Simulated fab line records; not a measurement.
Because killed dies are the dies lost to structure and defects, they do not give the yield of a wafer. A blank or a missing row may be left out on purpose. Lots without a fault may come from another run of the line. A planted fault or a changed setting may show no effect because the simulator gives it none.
The tool behind it: which one? | flow gf180mcu | Sampling: 10 lots, 30 wafers, 7 of 602 route steps

== WHAT EACH GAUGE READ, for each wafer ==
GF_V4_THK_MEAS_25: measures by xrf.
lot  | measured     | on           | V4_W_THK (nm)
L422 | day 25 01:40 | filmMetro-01 | 347 343 358
L424 | day 25 18:23 | filmMetro-03 | 342 348 352
L426 | day 26 11:25 | filmMetro-03 | 350 343 350
L427 | day 26 20:37 | filmMetro-04 | 347 337 342
L429 | day 27 13:32 | filmMetro-04 | 354 342 345
L430 | day 27 18:44 | filmMetro-04 | 348 349 346
L431 | day 27 23:50 | filmMetro-01 | 357 367 354
L437 | day 29 19:25 | filmMetro-03 | 356 358 355
L438 | day 30 06:55 | filmMetro-04 | 355 344 355
L443 | day 31 10:47 | filmMetro-04 | 349 347 350

GF_MIM_RS_MEAS_10: uses a four-point probe to measure.
lot  | measured     | on           | MIM_ALCU_RS (ohm/sq)
L422 | day 25 02:28 | filmMetro-02 | 0.1610 0.1629 0.1573
L424 | day 25 19:10 | filmMetro-02 | 0.1609 0.1604 0.1622
L426 | day 26 12:11 | filmMetro-03 | 0.1620 0.1589 0.1615
L427 | day 26 21:23 | filmMetro-02 | 0.1610 0.1637 0.1611
L429 | day 27 14:20 | filmMetro-02 | 0.1600 0.1622 0.1609
L430 | day 27 19:31 | filmMetro-04 | 0.1609 0.1634 0.1626
L431 | day 28 00:38 | filmMetro-04 | 0.1597 0.1623 0.1618
L437 | day 29 22:06 | filmMetro-04 | 0.1614 0.1647 0.1594
L438 | day 30 08:04 | filmMetro-04 | 0.1622 0.1560 0.1563
L443 | day 31 11:55 | filmMetro-04 | 0.1759 0.1792 0.1590

GF_MIM_THK_MEAS_11: measures by xrf.
lot  | measured     | on           | MIM_ALCU_THK (nm)
L422 | day 25 02:34 | filmMetro-02 | 198.1 196.9 203.1
L424 | day 25 19:17 | filmMetro-02 | 199.8 200.1 198.4
L426 | day 26 12:18 | filmMetro-03 | 197.9 201.7 199.0
L427 | day 26 21:31 | filmMetro-02 | 198.6 195.5 198.9
L429 | day 27 14:27 | filmMetro-02 | 199.3 198.2 200.2
L430 | day 27 19:38 | filmMetro-04 | 198.1 194.9 196.4
L431 | day 28 00:44 | filmMetro-04 | 199.2 197.9 196.6
L437 | day 29 22:13 | filmMetro-04 | 198.2 193.8 202.0
L438 | day 30 08:11 | filmMetro-04 | 196.5 205.4 204.4
L443 | day 31 12:02 | filmMetro-04 | 182.2 179.0 201.6

GF_M5_OVL_MEAS_08.
lot  | measured     | on         | M5_OVL (nm)
L422 | day 26 21:02 | overlay-02 | -4 -4 2
L424 | day 27 12:13 | overlay-01 | -3 0 0
L426 | day 28 04:43 | overlay-02 | 4 3 9
L427 | day 28 13:40 | overlay-02 | -5 -16 -8
L429 | day 29 05:28 | overlay-02 | 6 8 4
L430 | day 29 10:37 | overlay-01 | -7 1 1
L431 | day 29 14:23 | overlay-02 | 3 3 1
L437 | day 31 09:49 | overlay-02 | 13 3 12
L438 | day 31 19:16 | overlay-02 | -1 3 -4
L443 | day 32 20:52 | overlay-01 | 5 -2 -7

== WHICH TOOL RAN EACH LOT (tool, then ch and the chambers of the sampled wafers, then the start) ==
lot  | GF_V4_SPUTTER_22            | GF_MIM_SPUTTER_08           | GF_MIM_METAL_ETCH_19
L422 | pvdSputter-04, day 25 01:23 | pvdSputter-02, day 25 02:23 | rieMetal-02 ch 1, day 25 23:53
L424 | pvdSputter-04, day 25 18:07 | pvdSputter-02, day 25 19:07 | rieMetal-03 ch 0,1, day 26 15:51
L426 | pvdSputter-02, day 26 11:05 | pvdSputter-02, day 26 12:08 | rieMetal-02 ch 0, day 27 08:12
L427 | pvdSputter-01, day 26 20:20 | pvdSputter-04, day 26 21:20 | rieMetal-03 ch 1, day 27 17:14
L429 | pvdSputter-02, day 27 13:16 | pvdSputter-02, day 27 14:17 | rieMetal-03 ch 0,1, day 28 09:45
L430 | pvdSputter-02, day 27 18:28 | pvdSputter-02, day 27 19:27 | rieMetal-02 ch 0,1, day 28 14:50
L431 | pvdSputter-01, day 27 23:32 | pvdSputter-02, day 28 00:32 | rieMetal-03 ch 0,1, day 28 18:43
L437 | pvdSputter-04, day 29 19:08 | pvdSputter-02, day 29 22:02 | rieMetal-02 ch 0, day 30 15:09
L438 | pvdSputter-04, day 30 06:39 | pvdSputter-04, day 30 08:01 | rieMetal-02 ch 0,1, day 31 01:48
L443 | pvdSputter-01, day 31 10:31 | pvdSputter-02, day 31 11:51 | rieMetal-03 ch 0,1, day 32 04:08
- GF_V4_SPUTTER_22: material TiN, target thk 10 nm, time 40 s.
- GF_MIM_SPUTTER_08: material AlCu, target thk 200 nm, time 10.6 s.
- GF_MIM_METAL_ETCH_19: etches the open film in Cl2/BCl3, stops on Si3N4, target depth 324.5 nm, time 54.1 s.

== WHAT THE TOOLS THEMSELVES READ (means of the sampled wafers that have a number; where no wafer has one, the mark that the record gives instead) ==
GF_V4_SPUTTER_22.
lot  | tool          | cathodeDcPowerW (W) | throttleValvePct (%)
L422 | pvdSputter-04 | 3999.5              | 30.1
L424 | pvdSputter-04 | 4000.1              | 30.4
L426 | pvdSputter-02 | 4000.5              | 29.0
L427 | pvdSputter-01 | 3999.6              | 29.4
L429 | pvdSputter-02 | 4000.1              | 29.4
L430 | pvdSputter-02 | 3999.3              | 29.5
L431 | pvdSputter-01 | 3999.8              | 29.6
L437 | pvdSputter-04 | 4000.0              | 30.7
L438 | pvdSputter-04 | 3999.7              | 30.6
L443 | pvdSputter-01 | 4000.5              | 29.5

GF_MIM_SPUTTER_08.
lot  | tool          | cathodeDcPowerW (W) | throttleValvePct (%)
L422 | pvdSputter-02 | 10600               | 29.5
L424 | pvdSputter-02 | 10600               | 28.8
L426 | pvdSputter-02 | 10602               | 29.2
L427 | pvdSputter-04 | 10601               | 29.9
L429 | pvdSputter-02 | 10601               | 29.0
L430 | pvdSputter-02 | 10599               | 28.7
L431 | pvdSputter-02 | 10599               | 28.7
L437 | pvdSputter-02 | 10600               | 29.6
L438 | pvdSputter-04 | 10600               | 30.6
L443 | pvdSputter-02 | 10601               | 29.6

GF_MIM_METAL_ETCH_19.
lot  | tool        | drypumpMotorCurrentA (A) | oesProductAu (a.u.) | throttleValvePct (%)
L422 | rieMetal-02 | 5.08                     | 0.945               | 28.273
L424 | rieMetal-03 | 5.38                     | 0.942               | 28.295
L426 | rieMetal-02 | 5.47                     | 0.936               | 28.284
L427 | rieMetal-03 | 4.92                     | 0.937               | 28.277
L429 | rieMetal-03 | 5.39                     | 0.943               | 28.273
L430 | rieMetal-02 | 5.21                     | 0.941               | 28.282
L431 | rieMetal-03 | 5.40                     | 0.941               | 28.275
L437 | rieMetal-02 | 5.48                     | 0.935               | 28.293
L438 | rieMetal-02 | 5.35                     | 0.944               | 28.289
L443 | rieMetal-03 | 5.15                     | 0.917               | 28.302

== THE ANSWER, worked out from the rows above alone ==
Rule: what is usual is taken from the lots themselves. Put in order of their means at a reading, lots are off if they are a third of the lots or fewer, leave a main group of 4 or more, and stand apart from it by a gap of 3 or more times the standard deviation of the main group's means; of several such gaps the widest counts. The tables above print the reading to a certain number of digits; a main group whose means all agree to those digits is not used. Also off: a lot with no number at a reading for which 4 or more lots have one. Where the step has rows for the other lots, those lots are counted as sound. After the gauges, taken in route order, come the tools' own readings; for these a lot's mean is taken, as printed above. The first step at which some lot is off is used, and at that step the reading that is off furthest; a lot without a number counts as furthest.
Off: L443, seen at GF_MIM_RS_MEAS_10 (MIM_ALCU_RS). Mean 0.1610 ohm/sq and standard deviation 0.0011 in the main group.
A tool fits if, at a process step before that reading, it ran every lot that is off, and no sound lot after the first of them. Not tried: the gauges at GF_MIM_RS_MEAS_10; whatever is off there is also off at GF_MIM_METAL_ETCH_19, on other tools, and gauge error can't account for it. Can't be told from this: 2 tools fit, pvdSputter-01 at GF_V4_SPUTTER_22, pvdSputter-02 at GF_MIM_SPUTTER_08.

== WHAT THE SIMULATOR PUT IN ==
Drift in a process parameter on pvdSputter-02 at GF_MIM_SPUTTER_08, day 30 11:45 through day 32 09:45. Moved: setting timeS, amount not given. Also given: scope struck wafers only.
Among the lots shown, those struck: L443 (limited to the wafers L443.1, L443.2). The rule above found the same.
